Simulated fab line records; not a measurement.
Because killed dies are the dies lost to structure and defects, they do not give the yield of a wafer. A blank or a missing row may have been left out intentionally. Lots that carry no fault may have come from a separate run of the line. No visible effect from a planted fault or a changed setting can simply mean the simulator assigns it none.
Comparing a struck lot with a sound one | flow sky130 | 17 out of 708 route steps
Sound: wafers L705.3, L705.4, L705.6. The struck wafers were L713.1, L713.2, L713.3. The cause is named last.
Order at every step that has rows: each side's tool, ch and its chambers, its first start. Under that, the readings that differ: sound wafers | struck wafers | difference of the means | sigmas: that difference in standard deviations of wafers without a fault.
alike: a reading whose means differ by less than 2 such deviations, as well as words and numbers matching on both sides. not compared: withheld readings; readings where some wafer has no value; bounds like >300 that might hide an equal value; numbers whose values overlap and for which the record gives no deviation.
Wherever a step has rows on one side only, a row that says differs or no value, or a row with sigmas, the two part there. Non-overlapping numbers with no deviation appear without sigmas and do not part them. A reading missing from all wafers of one side parts the sides only when that side holds two or more wafers.

first, 1 step without rows for these wafers: SKY_VT_ADJUST_LVTN_IMPLANT_19.
SKY_VT_ADJUST_LVTN_STRIP_20: strips in O2/N2.
  sound on plasma asher-01 ch 0,1, day 7 17:58; struck on plasma asher-02 ch 0,1, day 10 06:27
  reading                     | sound          | struck         | difference | sigmas
  drypump motor current A (A) | 5.36 5.21 5.23 | 5.56 5.82 5.57 | +0.38      | +2
  alike: o2 flow sccm, oes product au, strip time to endpoint s
  not compared: rf hours counter h
SKY_VT_ADJUST_LVTN_TW_MEAS_21:
  struck on film metro-04, day 10 06:33; sound on film metro-03, day 7 18:04
  alike: VT_ADJUST_LVTN_2_TW
then, 7 steps without rows for these wafers: SKY_VT_ADJUST_NCORE_DEHYDRATE_00 (time 60 s); SKY_VT_ADJUST_NCORE_HMDS_01 (prime time 60 s); SKY_VT_ADJUST_NCORE_COAT_02 (resist thk 1140 nm); SKY_VT_ADJUST_NCORE_SOFTBAKE_03 (time 60 s); SKY_VT_ADJUST_NCORE_EXPOSE_04 (exposes mask LVTN COMPLEMENT THIN, target cd 380 nm); SKY_VT_ADJUST_NCORE_PEB_05; SKY_VT_ADJUST_NCORE_DEVELOP_06 (develop time 60 s).
SKY_VT_ADJUST_NCORE_CD_MEAS_07: target cd 380 nm.
  struck on cd sem-01, day 11 04:55; sound on cd sem-02, day 8 14:17
  alike: cd nm
SKY_VT_ADJUST_NCORE_OVL_MEAS_08:
  struck on overlay-01, day 11 05:02; sound on overlay-02, day 8 14:23
  alike: VT_ADJUST_NCORE_OVL
SKY_VT_ADJUST_NCORE_IMPLANT_09:
  sound on implanter-03 ch 0, day 8 14:28; struck on implanter-02 ch 0, day 11 05:23
  reading         | sound             | struck               | difference | sigmas
  beam energy keV | 9.999 9.997 9.998 | 10.004 10.005 10.007 | +0.007     | +2
SKY_VT_ADJUST_NCORE_STRIP_10: strips in O2/N2.
  sound on plasma asher-01 ch 0,1, day 8 14:35; struck on plasma asher-04 ch 0,1, day 11 05:32
  alike: drypump motor current A, o2 flow sccm, oes product au, strip time to endpoint s
  not compared: rf hours counter h
SKY_VT_ADJUST_NCORE_TW_MEAS_11:
  struck on film metro-01, day 11 05:38; sound on film metro-01, day 8 14:41
  reading            | sound             | struck            | difference | sigmas
  VT_ADJUST_NCORE_TW | 220.0 220.2 219.8 | 269.4 270.5 270.1 | +50.0      | +31
then, 1 step without rows for these wafers: SKY_VT_ADJUST_HVTR_DEHYDRATE_00 (time 60 s).
SKY_PAD_OPEN_PROBE_99:
  rows exist in the record for the sound wafers here (prober-01, day 45 15:01), none for the struck ones

WHERE THEY PART
Last at SKY_PAD_OPEN_PROBE_99 as far as this record goes, first at SKY_VT_ADJUST_LVTN_STRIP_20.

WHY: the cause the simulator had injected
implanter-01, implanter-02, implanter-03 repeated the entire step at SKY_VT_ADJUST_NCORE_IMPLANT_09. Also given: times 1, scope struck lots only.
